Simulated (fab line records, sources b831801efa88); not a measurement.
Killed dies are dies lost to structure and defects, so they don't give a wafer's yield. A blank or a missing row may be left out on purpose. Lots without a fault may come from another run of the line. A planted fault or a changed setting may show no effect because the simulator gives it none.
Which tool did it? | flow gf180mcu | 13 lots, 39 wafers sampled, at 5 steps of a route of 602

WHAT THE GAUGES READ, wafer by wafer
GF_M4_RS_MEAS_05: measures by four-point-probe. Usual: M4_ALCU_RS 0.0696 ohm/sq, standard deviation 0.0011.
lot  | measured     | on            | M4_ALCU_RS (ohm/sq)  | flag
L505 | day 22 17:16 | film_metro-01 | 0.0699 0.0684 0.0688 |
L506 | day 22 23:59 | film_metro-02 | 0.0678 0.0669 0.0682 |
L507 | day 23 14:40 | film_metro-02 | 0.0688 0.0681 0.0691 |
L508 | day 23 18:40 | film_metro-04 | 0.0699 0.0701 0.0712 |
L510 | day 24 19:08 | film_metro-02 | 0.0689 0.0692 0.0693 |
L511 | day 25 02:20 | film_metro-02 | 0.0709 0.0712 0.0694 |
L515 | day 26 01:31 | film_metro-02 | 0.0679 0.0689 0.0684 |
L516 | day 26 15:44 | film_metro-04 | 0.0691 0.0683 0.0683 |
L521 | day 28 11:26 | film_metro-02 | 0.0715 0.0697 0.0707 |
L523 | day 29 05:43 | film_metro-02 | 0.0709 0.0715 0.0714 |
L525 | day 29 11:19 | film_metro-04 | 0.0672 0.0671 0.0672 |
L526 | day 29 21:05 | film_metro-04 | 0.0701 0.0713 0.0703 |
L527 | day 29 22:57 | film_metro-02 | 0.0689 0.0697 0.0697 |

GF_M4_CD_MEAS_14: target cd 280 nm. Usual: cd_nm 280.1 nm, standard deviation 1.2.
lot  | measured     | on        | cd_nm (nm)        | flag
L505 | day 23 16:29 | cd_sem-01 | 279.9 280.8 280.6 |
L506 | day 23 22:40 | cd_sem-01 | 280.7 280.9 281.3 |
L507 | day 24 12:26 | cd_sem-02 | 278.6 278.4 278.6 |
L508 | day 24 16:56 | cd_sem-02 | 279.0 278.3 278.3 |
L510 | day 25 17:01 | cd_sem-01 | 281.1 279.0 278.3 |
L511 | day 26 00:04 | cd_sem-01 | 280.4 281.0 280.9 |
L515 | day 26 22:02 | cd_sem-01 | 278.9 279.7 278.7 |
L516 | day 27 11:40 | cd_sem-02 | 282.4 281.7 282.1 |
L521 | day 29 05:58 | cd_sem-02 | 283.2 282.3 282.3 |
L523 | day 30 00:31 | cd_sem-01 | 278.4 277.5 279.0 |
L525 | day 30 05:25 | cd_sem-01 | 279.0 278.3 277.5 |
L526 | day 30 14:53 | cd_sem-01 | 279.6 279.1 280.7 |
L527 | day 30 17:20 | cd_sem-01 | 279.2 279.2 280.1 |

GF_V4_CD_MEAS_14: target cd 260 nm. Usual: cd_nm 259.8 nm, standard deviation 1.2.
lot  | measured     | on        | cd_nm (nm)        | flag
L505 | day 24 16:17 | cd_sem-01 | 259.5 259.1 259.4 |
L506 | day 24 22:34 | cd_sem-02 | 260.0 260.7 259.4 |
L507 | day 25 11:20 | cd_sem-01 | 260.9 260.0 259.0 |
L508 | day 25 16:32 | cd_sem-01 | 260.1 260.7 259.9 |
L510 | day 26 15:16 | cd_sem-01 | 260.4 259.2 258.7 |
L511 | day 26 22:19 | cd_sem-01 | 257.5 258.7 259.5 |
L515 | day 27 19:38 | cd_sem-02 | 255.6 257.6 256.8 |
L516 | day 28 07:58 | cd_sem-01 | 256.9 256.4 256.4 |
L521 | day 30 02:40 | cd_sem-01 | 260.3 260.0 260.6 |
L523 | day 30 19:58 | cd_sem-01 | 258.9 259.3 258.8 |
L525 | day 31 00:56 | cd_sem-01 | 258.8 258.5 260.1 |
L526 | day 31 10:23 | cd_sem-01 | 260.0 259.1 258.9 |
L527 | day 31 12:32 | cd_sem-01 | 260.1 259.4 260.0 |

WHICH TOOL RAN EACH LOT (tool, then ch and the chambers of the sampled wafers, then the start)
lot  | GF_M4_SPUTTER_02             | GF_V4_SOFTBAKE_10
L505 | pvd_sputter-04, day 22 17:09 | litho_track-03 ch 0, day 24 04:00
L506 | pvd_sputter-02, day 22 23:54 | litho_track-03 ch 0, day 24 11:00
L507 | pvd_sputter-02, day 23 14:33 | litho_track-03 ch 0, day 25 00:00
L508 | pvd_sputter-04, day 23 18:33 | litho_track-03 ch 0, day 25 04:00
L510 | pvd_sputter-02, day 24 19:02 | litho_track-01 ch 0, day 26 04:00
L511 | pvd_sputter-03, day 25 02:15 | litho_track-03 ch 0, day 26 12:00
L515 | pvd_sputter-02, day 26 01:22 | litho_track-03 ch 0, day 27 09:00
L516 | pvd_sputter-02, day 26 15:39 | litho_track-03 ch 0, day 27 22:00
L521 | pvd_sputter-03, day 28 11:19 | litho_track-01 ch 0, day 29 16:00
L523 | pvd_sputter-03, day 29 05:37 | litho_track-01 ch 0, day 30 10:00
L525 | pvd_sputter-02, day 29 11:14 | litho_track-03 ch 0, day 30 15:00
L526 | pvd_sputter-03, day 29 21:00 | litho_track-03 ch 0, day 31 01:00
L527 | pvd_sputter-04, day 29 22:50 | litho_track-03 ch 0, day 31 03:00
- GF_M4_SPUTTER_02: material AlCu, target thk 450 nm, time 23.9 s.
- GF_V4_SOFTBAKE_10: time 60 s.

WHAT THE TOOLS THEMSELVES READ (means of the sampled wafers that have a number; where no wafer has one, the mark that the record gives instead)
GF_M4_SPUTTER_02. Usual: throttle_valve_pct 30.0 %, standard deviation 1.2.
lot  | tool           | throttle_valve_pct (%) | flag
L505 | pvd_sputter-04 | 30.3                   |
L506 | pvd_sputter-02 | 30.4                   |
L507 | pvd_sputter-02 | 30.1                   |
L508 | pvd_sputter-04 | 29.9                   |
L510 | pvd_sputter-02 | 30.4                   |
L511 | pvd_sputter-03 | 30.2                   |
L515 | pvd_sputter-02 | 30.5                   |
L516 | pvd_sputter-02 | 30.7                   |
L521 | pvd_sputter-03 | 29.4                   |
L523 | pvd_sputter-03 | 31.4                   |
L525 | pvd_sputter-02 | 30.8                   |
L526 | pvd_sputter-03 | 30.0                   |
L527 | pvd_sputter-04 | 30.3                   |

GF_V4_SOFTBAKE_10. Usual: heater_power_total_W 93.05 W, standard deviation 0.063; plate_temp_C 129.99 C, standard deviation 0.1.
lot  | tool           | heater_power_total_W (W) | plate_temp_C (C) | flag
L505 | litho_track-03 | 93.07                    | 130.01           |
L506 | litho_track-03 | 93.05                    | 129.98           |
L507 | litho_track-03 | 93.09                    | 129.97           |
L508 | litho_track-03 | 93.05                    | 129.96           |
L510 | litho_track-01 | 93.06                    | 130.07           |
L511 | litho_track-03 | 93.02                    | 130.06           |
L515 | litho_track-03 | 91.37                    | 128.17           | OFF
L516 | litho_track-03 | 91.29                    | 128.23           | OFF
L521 | litho_track-01 | 93.06                    | 130.11           |
L523 | litho_track-01 | 93.08                    | 130.00           |
L525 | litho_track-03 | 92.98                    | 129.98           |
L526 | litho_track-03 | 93.08                    | 130.06           |
L527 | litho_track-03 | 93.06                    | 129.94           |

THE ANSWER, worked out from the rows above alone
Rule: a lot is off if the mean of its wafers that have a number lies more than 3 standard deviations from the usual mean. A lot without any number at a reading at which 4 lots or more have one is off too. The other lots that the step has rows for count as sound. The gauges are gone through in route order, then the tools' own readings, and for those a lot's mean is taken as printed above. The first step at which some lot is off is used, and at that step the reading that is off furthest; a lot without a number counts as furthest.
Off: L515, L516, at GF_V4_SOFTBAKE_10 (heater_power_total_W).
A tool fits if, at that step or a process step before it, it ran every lot that is off, and no sound lot after the first of them. None of those tried fits.

WHAT THE SIMULATOR HAD PUT IN
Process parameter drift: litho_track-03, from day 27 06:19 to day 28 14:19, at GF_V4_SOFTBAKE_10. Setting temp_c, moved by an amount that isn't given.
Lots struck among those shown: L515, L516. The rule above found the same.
